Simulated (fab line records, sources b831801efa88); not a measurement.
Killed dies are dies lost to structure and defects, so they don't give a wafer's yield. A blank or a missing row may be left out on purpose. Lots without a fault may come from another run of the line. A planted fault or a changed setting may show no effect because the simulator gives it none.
Which tool did it? | flow sky130 | 12 lots, 36 wafers sampled, at 5 steps of a route of 708

WHAT THE GAUGES READ, wafer by wafer
SKY_LDD_HVN_TW_MEAS_10.
lot  | measured     | on            | LDD_HVN_TW
L631 | day 19 19:35 | film_metro-03 | 1417 1425 1409
L633 | day 20 05:15 | film_metro-01 | 1442 1443 1447
L632 | day 20 06:45 | film_metro-04 | 1446 1436 1446
L634 | day 21 03:53 | film_metro-04 | 1454 1447 1455
L635 | day 21 13:21 | film_metro-01 | 1430 1436 1433
L636 | day 22 04:18 | film_metro-01 | 1431 1433 1431
L637 | day 22 06:57 | film_metro-03 | 1408 1405 1408
L640 | day 23 11:16 | film_metro-04 | 1441 1445 1438
L641 | day 23 17:16 | film_metro-01 | 1436 1429 1424
L642 | day 24 04:32 | film_metro-04 | 1445 1439 1441
L643 | day 24 10:45 | film_metro-01 | 1439 1434 1435
L644 | day 24 21:04 | film_metro-01 | 1427 1430 1439

SKY_SD_N_RS_MEAS_16: measures by four-point-probe.
lot  | measured     | on            | SD_N_RS (ohm/sq)
L631 | day 27 08:29 | film_metro-01 | 68.44 68.37 68.41
L633 | day 27 20:17 | film_metro-04 | 68.66 68.59 68.72
L632 | day 27 21:08 | film_metro-01 | 68.58 68.51 68.69
L634 | day 28 16:20 | film_metro-04 | 68.62 68.68 68.63
L635 | day 29 02:14 | film_metro-03 | 68.53 68.49 68.54
L636 | day 29 14:02 | film_metro-03 | 68.41 68.36 68.25
L637 | day 29 16:14 | film_metro-03 | 68.51 68.55 68.47
L640 | day 30 19:26 | film_metro-04 | 68.67 68.48 68.64
L641 | day 31 01:37 | film_metro-04 | 70.84 70.80 70.77
L642 | day 31 10:40 | film_metro-04 | 70.85 70.54 70.67
L643 | day 31 18:17 | film_metro-03 | 70.66 70.39 70.58
L644 | day 32 02:32 | film_metro-01 | 70.60 70.43 70.44

SKY_LI_CONTACT_CD_MEAS_12: target cd 170 nm.
lot  | measured     | on        | cd_nm (nm)
L631 | day 28 13:25 | cd_sem-01 | 167.9 169.7 169.2
L633 | day 29 00:20 | cd_sem-02 | 171.7 170.8 172.6
L632 | day 29 02:23 | cd_sem-02 | 168.7 168.8 168.1
L634 | day 29 20:49 | cd_sem-02 | 168.6 169.3 168.2
L635 | day 30 07:43 | cd_sem-02 | 167.4 168.3 168.9
L636 | day 30 18:48 | cd_sem-01 | 171.3 170.2 170.4
L637 | day 30 21:46 | cd_sem-02 | 172.4 171.0 170.7
L640 | day 31 23:55 | cd_sem-02 | 171.2 172.2 171.2
L641 | day 32 05:38 | cd_sem-02 | 169.4 168.1 169.8
L642 | day 32 13:43 | cd_sem-01 | 170.7 170.9 169.8
L643 | day 32 22:24 | cd_sem-01 | 169.2 168.2 168.7
L644 | day 33 05:58 | cd_sem-02 | 168.7 167.3 166.9

WHICH TOOL RAN EACH LOT (tool, then ch and the chambers of the sampled wafers, then the start)
lot  | SKY_LDD_HVP_STRIP_09                 | SKY_SD_N_IMPLANT_10
L631 | plasma_asher-04 ch 0,1, day 21 02:11 | implanter-03 ch 0, day 27 07:57
L633 | plasma_asher-03 ch 0,1, day 21 11:46 | implanter-01 ch 0, day 27 19:45
L632 | plasma_asher-03 ch 0,1, day 21 13:18 | implanter-01 ch 0, day 27 20:36
L634 | plasma_asher-01 ch 0,1, day 22 10:30 | implanter-03 ch 0, day 28 15:48
L635 | plasma_asher-04 ch 0,1, day 22 20:15 | implanter-03 ch 0, day 29 01:42
L636 | plasma_asher-01 ch 0,1, day 23 10:59 | implanter-03 ch 0, day 29 13:30
L637 | plasma_asher-03 ch 0,1, day 23 12:47 | implanter-03 ch 0, day 29 15:42
L640 | plasma_asher-03 ch 0,1, day 24 15:59 | implanter-03 ch 0, day 30 18:54
L641 | plasma_asher-03 ch 0,1, day 24 22:11 | implanter-03 ch 0, day 31 01:05
L642 | plasma_asher-03 ch 0,1, day 25 09:39 | implanter-03 ch 0, day 31 10:09
L643 | plasma_asher-04 ch 0,1, day 25 16:14 | implanter-03 ch 0, day 31 17:45
L644 | plasma_asher-03 ch 0,1, day 26 01:11 | implanter-02 ch 0, day 32 02:01
- SKY_LDD_HVP_STRIP_09: strips in O2/N2.
- SKY_SD_N_IMPLANT_10

WHAT THE TOOLS THEMSELVES READ (means of the sampled wafers that have a number; where no wafer has one, the mark that the record gives instead)
SKY_LDD_HVP_STRIP_09.
lot  | tool            | drypump_motor_current_A (A) | oes_product_au (a.u.) | strip_time_to_endpoint_s (s)
L631 | plasma_asher-04 | 5.3                         | 0.405                 | 4.148
L633 | plasma_asher-03 | 5.8                         | 0.408                 | 4.147
L632 | plasma_asher-03 | 5.6                         | 0.407                 | 4.144
L634 | plasma_asher-01 | 6.4                         | 0.411                 | 4.163
L635 | plasma_asher-04 | 5.3                         | 0.412                 | 4.161
L636 | plasma_asher-01 | 6.4                         | 0.410                 | 4.141
L637 | plasma_asher-03 | 5.8                         | 0.411                 | 4.135
L640 | plasma_asher-03 | 5.8                         | 0.411                 | 4.145
L641 | plasma_asher-03 | 5.8                         | 0.413                 | 4.144
L642 | plasma_asher-03 | 5.8                         | 0.407                 | 4.143
L643 | plasma_asher-04 | 5.3                         | 0.406                 | 4.148
L644 | plasma_asher-03 | 5.8                         | 0.409                 | 4.155

THE ANSWER, worked out from the rows above alone
Rule: what is usual is taken from the lots themselves. Put in order of their means at a reading, lots are off if they are a third of the lots or fewer, leave a main group of 4 or more, and stand apart from it by a gap of 3 or more times the standard deviation of the main group's means; of several such gaps the widest counts. A main group whose means are all the same, to the digits that the tables above print for the reading, isn't used. A lot without any number at a reading at which 4 lots or more have one is off too. The other lots that the step has rows for count as sound. The gauges are gone through in route order, then the tools' own readings, and for those a lot's mean is taken as printed above. The first step at which some lot is off is used, and at that step the reading that is off furthest; a lot without a number counts as furthest.
Off: L641, L642, L643, L644, at SKY_SD_N_RS_MEAS_16 (SD_N_RS). The main group: mean 68.53 ohm/sq, standard deviation 0.11.
A tool fits if, at a process step before that reading, it ran every lot that is off, and no sound lot after the first of them. The gauges at SKY_SD_N_RS_MEAS_16 are tried like those tools. None of those tried fits.

WHAT THE SIMULATOR HAD PUT IN
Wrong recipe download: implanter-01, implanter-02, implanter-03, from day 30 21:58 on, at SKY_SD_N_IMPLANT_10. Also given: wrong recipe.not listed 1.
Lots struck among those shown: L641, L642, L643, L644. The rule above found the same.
